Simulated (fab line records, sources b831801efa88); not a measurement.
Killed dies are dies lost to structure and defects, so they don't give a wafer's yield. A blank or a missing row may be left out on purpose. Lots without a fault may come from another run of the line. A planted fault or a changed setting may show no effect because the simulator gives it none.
One fault seen from 2 desks | flow sfq_line | each desk has only its own numbers; what lay behind them comes last

THE METROLOGY DESK
What the gauges read, lot by lot, whatever tool the lot ran on: means of the sampled wafers that have a number. A lot is out of limits, marked OUT, if its mean lies more than 4 standard deviations from the usual mean; the brackets give that distance.
Columns: A = I5_OVL at SFQ_I5_OVL_MEAS_936, usual 1 nm; B = C5_OVL at SFQ_C5_OVL_MEAS_937, usual 2 nm
lot  | first seen here | A   | B
L120 | day 59 03:06    | -0  | 5
L126 | day 66 13:55    | 12  | 11
L130 | day 67 16:29    | -16 | 5
L131 | day 68 02:02    | -5  | -6
L133 | day 68 12:50    | 9   | 7
L139 | day 69 14:03    | -3  | 1
This desk's finding: nothing out of limits on any of the 6 lots.

THE TOOL OWNER'S DESK: litho_track-01
The tool's own readings at SFQ_TRILAYER_C5_LITHO_PEB_154 (peb time 60 s): means of the sampled wafers that have a number, for each lot that ran on this tool. A lot is out of limits, marked OUT, if its mean lies more than 4 standard deviations from the usual mean; the brackets give that distance.
Columns: A = heater_power_total_W at SFQ_TRILAYER_C5_LITHO_PEB_154, usual 79.15 W; B = plate_temp_C at SFQ_TRILAYER_C5_LITHO_PEB_154, usual 114.96 C
lot  | first seen here | A               | B
L120 | day 63 19:22    | 79.17           | 115.06
L130 | day 71 18:15    | 78.12 (-15) OUT | 113.75 (-10) OUT
L133 | day 72 01:26    | 78.11 (-15) OUT | 113.86 (-9.2) OUT
This desk's finding: out of limits on L130, L133; first on L130, day 71 18:15 (heater_power_total_W at SFQ_TRILAYER_C5_LITHO_PEB_154). In limits: L120.

PUT TOGETHER
The tool owner's desk could have raised an alarm at day 71 18:15, on L130, L133.
The metrology desk saw nothing out of limits.
The metrology desk has L130, L133 on record, within its limits.
Of the lots named, all ran SFQ_TRILAYER_C5_LITHO_PEB_154 on litho_track-01.

WHAT THE SIMULATOR HAD PUT IN
Process parameter drift: litho_track-01, from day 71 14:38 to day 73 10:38, at SFQ_TRILAYER_C5_LITHO_PEB_154. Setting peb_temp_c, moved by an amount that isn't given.
Lots struck among those shown: L130, L133.
Hours from the fault's start to each desk's first reading out of limits: the tool owner's desk, 4.
